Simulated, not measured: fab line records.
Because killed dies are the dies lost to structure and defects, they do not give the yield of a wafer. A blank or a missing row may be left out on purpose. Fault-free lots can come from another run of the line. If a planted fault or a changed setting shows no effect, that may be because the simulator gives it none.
fab line records | flow sky130
record lots=11 wafers=33 lastDay=50
route steps=708 shown VIA3@597 METAL4@630 VIA4@639 PAD_OPEN@708
lots that met no fault: taken from a fault-free run of the same line
startH: the number of hours between the record's first day and the start of the first shown wafer of the lot | waitH: hours since the lot's step before | " as in the row above | L1.1+2: a row that stands for several wafers | - no value, or no start given | * or withheld: withheld | < > ~ a bound
route shown NAME@n: a module of which the file shows steps, and the number in the route of the first | usual: mean and standard deviation over wafers with no fault | same: alike in all rows | chamber/n: place in a boat | sites: readings site by site | _std_site: their standard deviation | _edge_site: the outer-site mean with the inner-site mean subtracted | radiusMm: for every site, how far away it sits from the centre of the wafer | mask NAME#n: copy n | behind: the most recent tool/chamber to have shaped the wafer | hold: the reason the lot was held/the length of the hold in hours/how it ended | device: which transistor (n, p or np) failed to switch | end of line: the tests these same wafers got at the end of their route | where a step has no rows: the recipe by itself | killed: dies that structure and defects cost at the first sort, which is not the same as the wafer's yield | map: a wafer's dies, x killed, . not, _ none there
set.NAME: setting as actually run; set.NAME@STEP: the setting as run at that earlier step | model.NAME: the simulator's own value behind a step, which no gauge read
a sample of lots followed through the steps of the route, with each step as a table and each wafer as a row
services: when a tool's chamber went out of use (startH, in hours from the record's first day, below 0 if earlier), for how many hours, and the reason
## steps
# step SKY_VIA3_CMP_24
# recipe stopOn=SiO2 tOverpolishS=20 downForcePsi=3.5 platenRpm=60 targetThkNm=0 padVelocityMS=0.94248
# usual headPressurePsi=3.501/0.007 motorCurrentA=11.7/1.1 overpolishRunS=20.000/0.0091 slurryFlowMlMin=150.0/0.42 timeToEndpointS=95/3.7
# columns lot.wafer tool chamber startH waitH headPressurePsi motorCurrentA overpolishRunS slurryFlowMlMin timeToEndpointS
L391.4 cmp-02 1 931.41 0.0 3.497 11.7 20.003 150.2 94
L391.2 " 2 " " 3.496 13.3 20.018 149.7 95
L391.6 " 1 " " 3.520 11.4 19.989 149.6 94
L392.4 cmp-02 0 939.36 0.0 3.502 11.8 20.007 149.8 99
L392.2 " 3 " " 3.493 10.8 19.992 150.3 96
L392.6 " 1 " " 3.504 11.5 20.006 149.8 98
L396.2 cmp-02 0 961.20 0.0 3.505 12.4 19.995 150.6 94
L396.3 " 1 " " 3.502 10.8 19.989 150.5 100
L396.6 " 0 " " 3.502 12.2 20.015 150.4 94
L397.4 cmp-02 1 971.00 0.1 3.508 11.1 19.991 150.1 90
L397.1 " 2 " " 3.477 13.0 19.979 149.9 91
L397.5 " 3 " " 3.498 11.2 20.000 150.0 93
L398.3 cmp-01 3 981.79 0.1 3.494 10.4 19.995 150.9 97
L398.5 " 2 " " 3.504 9.9 20.005 150.1 96
L398.6 " 3 " " 3.500 10.2 20.011 150.5 96
L399.2 cmp-01 2 987.34 0.0 3.503 10.5 19.995 149.3 93
L399.1 " 3 " " 3.505 10.0 20.005 150.0 94
L399.4 " 1 " " 3.501 10.8 20.008 151.0 91
L400.2 cmp-02 3 994.19 0.1 3.508 11.3 19.999 149.5 95
L400.4 " 0 " " 3.503 11.4 20.000 150.0 91
L400.5 " 3 " " 3.504 11.1 19.997 149.9 95
L410.2 cmp-02 0 1064.50 0.0 3.500 12.4 20.004 149.8 96
L410.4 " 1 " " 3.501 10.4 20.002 149.7 95
L410.1 " 3 " " 3.506 10.6 20.008 150.5 90
L411.2 cmp-02 0 1065.75 0.2 3.504 12.2 19.998 150.3 98
L411.6 " 1 " " 3.501 11.1 20.014 149.4 101
L411.5 " 2 " " 3.502 13.5 19.979 150.4 94
L413.4 cmp-01 1 1079.24 0.1 3.495 10.9 19.995 149.2 101
L413.1 " 3 " " 3.501 10.2 20.012 150.2 102
L413.6 " 1 " " 3.503 10.8 19.989 150.0 95
L414.2 cmp-02 0 1085.97 0.1 3.496 11.2 19.999 150.5 94
L414.6 " 2 " " 3.505 13.1 20.014 149.8 98
L414.5 " 3 " " 3.508 11.8 19.990 150.2 97
# step SKY_METAL4_OVL_MEAS_14
# usual METAL4_OVL=-3/5.3
# columns lot.wafer tool chamber startH waitH METAL4_OVL[nm]
L391.2 overlay-01 - 981.31 0.1 0
L391.4 " - " " 3
L391.6 " - " " 8
L392.2 overlay-01 - 988.42 0.1 1
L392.4 " - " " -8
L392.6 " - " " -7
L396.2 overlay-02 - 1010.62 0.1 3
L396.3 " - " " 0
L396.6 " - " " 7
L397.1 overlay-01 - 1018.71 0.1 4
L397.4 " - " " 1
L397.5 " - " " -1
L398.3 overlay-02 - 1029.21 0.1 -3
L398.5 " - " " 4
L398.6 " - " " 1
L399.1 overlay-02 - 1034.97 0.1 -9
L399.2 " - " " 2
L399.4 " - " " -3
L400.2 overlay-01 - 1042.17 0.1 -3
L400.4 " - " " -1
L400.5 " - " " -3
L410.1 overlay-01 - 1107.42 0.1 -6
L410.2 " - " " -11
L410.4 " - " " -9
L411.2 overlay-01 - 1109.21 0.1 3
L411.5 " - " " -7
L411.6 " - " " 1
L413.1 overlay-01 - 1119.80 0.1 -4
L413.4 " - " " -5
L413.6 " - " " 0
L414.2 overlay-02 - 1126.51 0.1 -3
L414.5 " - " " 0
L414.6 " - " " -8
# step SKY_METAL4_ETCH_16
# recipe chemistry=N2/H2 target=BARC ionEnergyEv=200 biasW=100 pressureMtorr=30 n2FlowSccm=100 h2FlowSccm=200 icpW=500 stopOn=SiO2 timeS=88.2 targetDepthA=600
# usual drypumpMotorCurrentA=5.5/0.49 oesProductAu=0.626/0.0047 throttleValvePct=13.205/0.0086
# columns lot.wafer tool chamber startH waitH drypumpMotorCurrentA oesProductAu rfHoursCounterH throttleValvePct
L391.2 rieMetal-03 0 981.37 0.0 6.1 0.624 13 13.211
L391.4 " 0 " " 6.1 0.621 - 13.204
L391.6 " 0 " " 6.1 0.627 - 13.206
L392.2 rieMetal-02 0 988.55 0.1 4.7 0.628 - 13.190
L392.4 " 0 " " 4.7 0.620 - 13.195
L392.6 " 0 " " 4.7 0.624 - 13.216
L396.2 rieMetal-02 0 1010.75 0.1 4.8 0.632 - 13.206
L396.3 " 0 " " 4.8 0.619 - 13.214
L396.6 " 0 " " 4.8 0.628 - 13.204
L397.1 rieMetal-03 1 1018.78 0.0 5.0 0.634 14 13.202
L397.4 " 1 " " 5.0 0.622 - 13.200
L397.5 " 0 " " 6.1 0.623 - 13.224
L398.3 rieMetal-01 1 1029.30 0.0 5.8 0.627 - 13.211
L398.5 " 0 " " 5.7 0.619 - 13.200
L398.6 " 1 " " 5.8 0.624 - 13.200
L399.1 rieMetal-02 1 1035.03 0.0 5.7 0.622 1 13.199
L399.2 " 0 " " 4.8 0.620 18 13.201
L399.4 " 1 " " 5.7 0.627 - 13.202
L400.2 rieMetal-01 0 1042.23 0.0 5.6 0.627 11 13.209
L400.4 " 0 " " 5.6 0.622 - 13.204
L400.5 " 1 " " 5.8 0.621 - 13.191
L410.1 rieMetal-02 1 1107.48 0.0 5.7 0.618 7 13.194
L410.2 " 0 " " 4.8 0.630 23 13.214
L410.4 " 0 " " 4.8 0.618 - 13.207
L411.2 rieMetal-01 0 1109.28 0.0 5.7 0.620 15 13.207
L411.5 " 1 " " 5.9 0.627 - 13.204
L411.6 " 0 " " 5.6 0.621 - 13.193
L413.1 rieMetal-01 0 1119.87 0.0 5.6 0.620 16 13.199
L413.4 " 0 " " 5.6 0.628 - 13.205
L413.6 " 1 " " 5.8 0.623 - 13.198
L414.2 rieMetal-03 1 1126.58 0.0 5.0 0.635 22 13.196
L414.5 " 1 " " 5.0 0.627 - 13.206
L414.6 " 0 " " 6.1 0.620 - 13.205
# step SKY_VIA4_HDPCVD_00
# recipe material=SiO2 targetThkNm=1750 sigmaOpenFrac=0.3 timeS=291.7 tempC=400 sih4FlowSccm=60 pressureMtorr=6
# usual sih4FlowSccm=60.00/0.19
# columns lot.wafer tool chamber startH waitH sih4FlowSccm
L391.2 hdpcvd-02 1 982.25 0.0 60.15
L391.4 " 2 " " 59.82
L391.6 " 1 " " 60.16
L392.2 hdpcvd-02 2 989.50 0.0 59.77
L392.4 " 2 " " 60.02
L392.6 " 1 " " 60.46
L396.2 hdpcvd-02 0 1011.70 0.0 59.82
L396.3 " 2 " " 59.72
L396.6 " 0 " " 59.68
L397.1 hdpcvd-02 0 1019.66 0.0 60.03
L397.4 " 1 " " 60.19
L397.5 " 2 " " 60.20
L398.3 hdpcvd-01 1 1030.19 0.0 59.98
L398.5 " 0 " " 60.44
L398.6 " 2 " " 59.84
L399.1 hdpcvd-02 1 1035.96 0.0 59.98
L399.2 " 0 " " 60.17
L399.4 " 1 " " 59.83
L400.2 hdpcvd-01 0 1043.25 0.0 59.84
L400.4 " 1 " " 59.91
L400.5 " 0 " " 60.11
L410.1 hdpcvd-02 2 1108.37 0.0 90.07
L410.2 " 0 " " 59.79
L410.4 " 1 " " 59.87
L411.2 hdpcvd-02 1 1110.18 0.0 60.20
L411.5 " 0 " " 59.88
L411.6 " 2 " " 89.99
L413.1 hdpcvd-01 0 1120.76 0.0 59.87
L413.4 " 0 " " 60.19
L413.6 " 2 " " 59.60
L414.2 hdpcvd-01 2 1127.47 0.0 59.90
L414.5 " 2 " " 60.08
L414.6 " 0 " " 60.04
# step SKY_VIA4_THK_MEAS_01
# recipe reads=SiO2_of_VIA4_HDPCVD_00
# usual VIA4_HDPCVD_THK=1752/16
# columns lot.wafer tool chamber startH waitH VIA4_HDPCVD_THK[nm]
L391.2 filmMetro-02 - 982.44 0.1 1759
L391.4 " - " " 1781
L391.6 " - " " 1768
L392.2 filmMetro-02 - 989.69 0.1 1737
L392.4 " - " " 1757
L392.6 " - " " 1746
L396.2 filmMetro-03 - 1011.89 0.1 1728
L396.3 " - " " 1761
L396.6 " - " " 1750
L397.1 filmMetro-03 - 1019.84 0.1 1728
L397.4 " - " " 1752
L397.5 " - " " 1765
L398.3 filmMetro-03 - 1030.39 0.1 1750
L398.5 " - " " 1728
L398.6 " - " " 1761
L399.1 filmMetro-03 - 1036.14 0.1 1741
L399.2 " - " " 1742
L399.4 " - " " 1737
L400.2 filmMetro-03 - 1043.44 0.1 1724
L400.4 " - " " 1734
L400.5 " - " " 1754
L410.1 filmMetro-03 - 1108.55 0.1 2631
L410.2 " - " " 1719
L410.4 " - " " 1752
L411.2 filmMetro-01 - 1110.37 0.1 1763
L411.5 " - " " 1747
L411.6 " - " " 2651
L413.1 filmMetro-01 - 1120.94 0.1 1744
L413.4 " - " " 1748
L413.6 " - " " 1737
L414.2 filmMetro-03 - 1127.66 0.1 1807
L414.5 " - " " 1784
L414.6 " - " " 1751
# step SKY_PAD_OPEN_PROBE_99
# usual defectLimitedYield=82.4/1.8 killed_at_M0_to_M3=44/7.2 killed_at_M4_up=3.5/1.8 killedAtContacts=25/5.1 killedAtFrontEnd=14/4.4 killedAtOther=0.4/0.58 killedDies=87/9.1 killedOpen=48/6.9 killedShort=38/6.3 sort_bin_3_pad_short=0.9/0.43 sort_bin_5_function=10.5/1.5 sort_bin_6_memory=6.3/1.1 sortNPass=405/9.1 sortYieldPct=82.4/1.8
# same grossDies=492 killedAtBackSide=0 sort_bin_4_leakage[%]=0 sort_bin_8_speed[%]=0
# columns lot.wafer tool chamber startH waitH defectLimitedYield[%] killed_at_M0_to_M3 killed_at_M4_up killedAtContacts killedAtFrontEnd killedAtOther killedDies killedOpen killedShort sort_bin_3_pad_short[%] sort_bin_5_function[%] sort_bin_6_memory[%] sortNPass sortYieldPct[%]
L391.2 prober-02 - 1077.25 0.1 79.5 48 3 34 16 0 101 70 30 0.4 13.4 6.7 391 79.5
L391.4 prober-02 - 1077.35 0.2 82.5 44 0 25 17 0 86 58 28 1.0 9.8 6.7 406 82.5
L391.6 prober-02 - 1077.45 0.2 83.1 35 5 27 16 0 83 37 46 1.4 10.2 5.3 409 83.1
L392.2 prober-01 - 1085.05 0.1 85.0 41 5 16 12 0 74 42 32 0.2 9.8 5.1 418 85.0
L392.4 prober-01 - 1085.15 0.2 86.4 30 4 20 12 1 67 37 30 1.2 6.7 5.7 425 86.4
L392.6 prober-01 - 1085.25 0.2 81.7 44 6 20 19 1 90 48 42 1.2 11.2 5.9 402 81.7
L396.2 prober-01 - 1103.40 0.1 80.7 48 3 20 23 1 95 52 42 0.8 10.6 7.9 397 80.7
L396.3 prober-01 - 1103.45 0.2 82.7 45 3 25 11 1 85 46 39 0.4 10.4 6.5 407 82.7
L396.6 prober-01 - 1103.60 0.2 83.1 34 3 30 16 0 83 56 26 0.4 10.4 6.1 409 83.1
L400.2 prober-01 - 1131.41 0.1 84.1 46 2 15 15 0 78 46 32 0.8 11.4 3.7 414 84.1
L400.4 prober-01 - 1131.51 0.2 82.7 39 1 26 19 0 85 47 38 0.4 12.0 4.9 407 82.7
L400.5 prober-01 - 1131.56 0.2 81.1 43 2 30 17 1 93 51 41 0.8 10.6 7.5 399 81.1
# killed by level:class
L391.2 CONTACT:geometricParticle:open=16 VIA1:geometricParticle:open=15 VIA3:geometricParticle:open=12 LI_CONTACT:geometricParticle:open=8 VIA1:geometricParticle:short=5 LOCAL_INTERCONNECT:geometricParticle:short=4 METAL2:geometricParticle:short=4 FIELD_ISO:geometricParticle:open=3
L391.4 VIA3:geometricParticle:open=10 CONTACT:geometricParticle:open=9 LI_CONTACT:geometricParticle:open=8 VIA2:geometricParticle:open=7 VIA1:geometricParticle:open=7 FIELD_ISO:geometricParticle:open=6 VIA1:geometricParticle:short=5 METAL2:geometricParticle:short=4
L391.6 CONTACT:geometricParticle:open=9 CONTACT:geometricParticle:short=8 METAL2:geometricParticle:short=8 METAL1:geometricParticle:short=7 VIA1:geometricParticle:open=7 POLY_GATE:geometricParticle:open=6 LI_CONTACT:geometricParticle:open=5 METAL4:geometricParticle:short=5
L392.2 VIA1:geometricParticle:open=14 VIA1:geometricParticle:short=7 LI_CONTACT:geometricParticle:open=6 CONTACT:geometricParticle:open=6 METAL1:geometricParticle:short=5 POLY_GATE:geometricParticle:open=4 VIA2:geometricParticle:open=4 POLY_GATE:geometricParticle:short=3
L392.4 CONTACT:geometricParticle:open=11 VIA1:geometricParticle:open=6 FIELD_ISO:geometricParticle:open=5 METAL1:geometricParticle:short=5 CONTACT:geometricParticle:short=4 VIA1:geometricParticle:short=4 VIA3:geometricParticle:open=4 FIELD_ISO:geometricParticle:short=3
L392.6 METAL1:geometricParticle:short=7 FIELD_ISO:geometricParticle:open=6 LI_CONTACT:geometricParticle:open=6 CONTACT:geometricParticle:short=6 VIA2:geometricParticle:open=6 VIA3:geometricParticle:open=6 VIA1:geometricParticle:open=5 CONTACT:geometricParticle:open=4
L396.2 VIA1:geometricParticle:open=11 VIA3:geometricParticle:open=10 LI_CONTACT:geometricParticle:open=7 FIELD_ISO:geometricParticle:open=6 VIA2:geometricParticle:open=6 VIA3:geometricParticle:short=6 FIELD_ISO:geometricParticle:short=5 POLY_GATE:geometricParticle:open=5
L396.3 VIA3:geometricParticle:open=10 LI_CONTACT:geometricParticle:open=7 CONTACT:geometricParticle:short=7 VIA1:geometricParticle:open=7 FIELD_ISO:geometricParticle:open=6 CONTACT:geometricParticle:open=6 METAL1:geometricParticle:short=6 VIA2:geometricParticle:open=6
L396.6 LI_CONTACT:geometricParticle:open=14 CONTACT:geometricParticle:open=14 VIA1:geometricParticle:open=6 POLY_GATE:geometricParticle:open=5 VIA1:geometricParticle:short=5 METAL1:geometricParticle:short=5 FIELD_ISO:geometricParticle:open=4 VIA2:geometricParticle:open=4
L400.2 VIA2:geometricParticle:open=12 VIA3:geometricParticle:open=9 VIA1:geometricParticle:open=6 FIELD_ISO:geometricParticle:open=5 LOCAL_INTERCONNECT:geometricParticle:short=5 CONTACT:geometricParticle:open=4 VIA3:geometricParticle:short=4 VIA1:geometricParticle:short=4
L400.4 VIA1:geometricParticle:open=9 METAL2:geometricParticle:short=8 CONTACT:geometricParticle:open=7 FIELD_ISO:geometricParticle:open=6 LI_CONTACT:geometricParticle:open=6 VIA3:geometricParticle:open=5 CONTACT:geometricParticle:short=5 VIA2:geometricParticle:open=5
L400.5 CONTACT:geometricParticle:open=12 VIA1:geometricParticle:open=9 CONTACT:geometricParticle:short=8 LOCAL_INTERCONNECT:geometricParticle:short=6 VIA3:geometricParticle:open=6 METAL3:geometricParticle:short=6 FIELD_ISO:geometricParticle:open=5 VIA2:geometricParticle:open=5
## services
# columns tool chamber startH hours kind
cmp-02 - 907.59 3.9 repair
cmp-01 - 912.12 4.0 pm
rieMetal-03 1 934.91 2.4 repair
cmp-01 - 937.70 15.6 repair
cmp-01 - 943.40 0.6 repair
hdpcvd-02 - 946.09 0.5 repair
hdpcvd-02 - 950.25 15.0 pm
hdpcvd-01 - 965.26 6.0 pm
cmp-01 - 967.69 0.7 repair
hdpcvd-01 2 968.24 3.6 repair
cmp-02 - 971.85 2.5 repair
rieMetal-02 1 985.47 3.7 repair
cmp-02 - 999.34 0.9 repair
rieMetal-01 - 1016.30 2.8 pm
cmp-01 - 1028.15 6.8 pm
cmp-02 - 1035.08 5.7 pm
cmp-02 - 1041.41 0.3 repair
hdpcvd-02 - 1048.18 2.8 pm
hdpcvd-01 - 1056.20 2.8 pm
hdpcvd-01 - 1064.40 1.7 repair
cmp-02 - 1087.81 4.0 pm
rieMetal-02 0 1091.66 8.4 repair
cmp-02 - 1091.81 - consumableReplace:conditioner
hdpcvd-01 0 1097.31 4.6 repair
## key
firstSign step=SKY_VIA4_HDPCVD_00 reading=sih4FlowSccm direction=up sigmas=99+ usual=60.00 struck=90.03
effect step=SKY_VIA4_THK_MEAS_01 reading=VIA4_HDPCVD_THK direction=up sigmas=55 usual=1752 struck=2641
metAt SKY_VIA4_HDPCVD_00
struckLots L410,L411
struckWafers L410.1,L411.6
notActingAt SKY_VIA3_CMP_24,SKY_METAL4_OVL_MEAS_14,SKY_METAL4_ETCH_16
onsetBetween 1019.66 1108.37
fault kind=processParameterDrift tool=hdpcvd-02 chamber=2 onsetH=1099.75 steps=SKY_VIA4_HDPCVD_00 channel=sih4FlowSccm offset=30 shape=step endH=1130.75 actsIn=theseRecipesOnly stated=60
